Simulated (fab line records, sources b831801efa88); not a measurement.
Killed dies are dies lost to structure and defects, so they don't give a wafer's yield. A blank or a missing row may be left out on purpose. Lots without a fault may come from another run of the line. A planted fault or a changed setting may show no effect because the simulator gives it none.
One fault seen from 2 desks | flow gf180mcu | each desk has only its own numbers; what lay behind them comes last

THE METROLOGY DESK
What the gauges read, lot by lot, whatever tool the lot ran on: means of the sampled wafers that have a number. A lot is out of limits, marked OUT, if its mean lies more than 4 standard deviations from the usual mean; the brackets give that distance.
Columns: A = VT_IMPLANT_01_OVL at GF_VT_IMPLANT_OVL_MEAS_18, usual 0.6 nm; B = cd_nm at GF_POLY_GATE_CD_MEAS_10, usual 279.6 nm; C = NSD_RS at GF_PSD_RS_MEAS_14, usual 46.09 ohm/sq; D = cd_nm at GF_CONTACT_CD_MEAS_14, usual 220.0 nm
lot  | first seen here | A    | B     | C               | D
L984 | day 6 18:09     | 1.3  | 280.0 | 46.10           | 219.6
L987 | day 7 14:10     | -2.1 | 277.7 | 48.35 (+24) OUT | 219.3
L988 | day 7 20:31     | 0.1  | 279.3 | 48.34 (+24) OUT | 220.0
L989 | day 8 02:33     | 4.0  | 279.2 | 46.13           | 219.5
L997 | day 10 04:43    | -1.6 | 279.9 | 46.18           | 219.7
L998 | day 10 12:28    | -0.5 | 277.5 | 46.12           | 219.6
L999 | day 10 16:57    | 1.5  | 279.6 | 46.15           | 219.0
L100 | day 11 00:16    | -0.6 | 278.5 | 46.08           | 220.6
L101 | day 11 04:07    | -0.5 | 282.0 | 46.06           | 220.1
L103 | day 11 18:58    | -1.0 | 278.5 | 46.01           | 218.7
L104 | day 12 00:24    | 0.3  | 281.2 | 46.13           | 218.9
L105 | day 12 06:34    | 0.4  | 279.2 | 46.01           | 219.1
This desk's finding: out of limits on L987, L988; first on L987, day 16 01:47 (NSD_RS at GF_PSD_RS_MEAS_14). In limits: L984, L989, L997, L998, L999, L100, L101, L103, L104, L105.

THE TOOL OWNER'S DESK: implanter-01
The tool's own readings at GF_NSD_IMPLANT_09: means of the sampled wafers that have a number, for each lot that ran on this tool. A lot is out of limits, marked OUT, if its mean lies more than 4 standard deviations from the usual mean; the brackets give that distance.
Columns: A = beam_energy_keV at GF_NSD_IMPLANT_09, usual 60.003; B = beam_on_s at GF_NSD_IMPLANT_09, usual 17.4 s; C = tilt_deg at GF_NSD_IMPLANT_09, usual 7.000 degrees
lot  | first seen here | A                        | B    | C
L984 | day 14 00:19    | 59.992                   | 16.9 | 7.010
L987 | day 15 03:20    | 52.510 (-99 or more) OUT | 16.6 | 6.984
L988 | day 15 12:45    | 52.525 (-99 or more) OUT | 16.6 | 6.980
L998 | day 18 22:22    | 60.004                   | 16.7 | 6.986
L101 | day 19 22:03    | 59.959                   | 16.8 | 7.000
L103 | day 20 13:42    | 60.022                   | 16.8 | 6.998
L104 | day 20 21:16    | 60.007                   | 16.7 | 6.970
This desk's finding: out of limits on L987, L988; first on L987, day 15 03:20 (beam_energy_keV at GF_NSD_IMPLANT_09). In limits: L984, L998, L101, L103, L104.

PUT TOGETHER
The tool owner's desk could have raised an alarm at day 15 03:20, on L987, L988.
The metrology desk could have raised an alarm at day 16 01:47, on L987, L988.
Of the lots named, all ran GF_NSD_IMPLANT_09 on implanter-01.

WHAT THE SIMULATOR HAD PUT IN
Process parameter drift: implanter-01, from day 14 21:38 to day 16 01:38, at GF_NSD_IMPLANT_09. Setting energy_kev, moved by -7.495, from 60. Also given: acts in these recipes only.
Lots struck among those shown: L987, L988.
Hours from the fault's start to each desk's first reading out of limits: the tool owner's desk, 6; the metrology desk, 28.
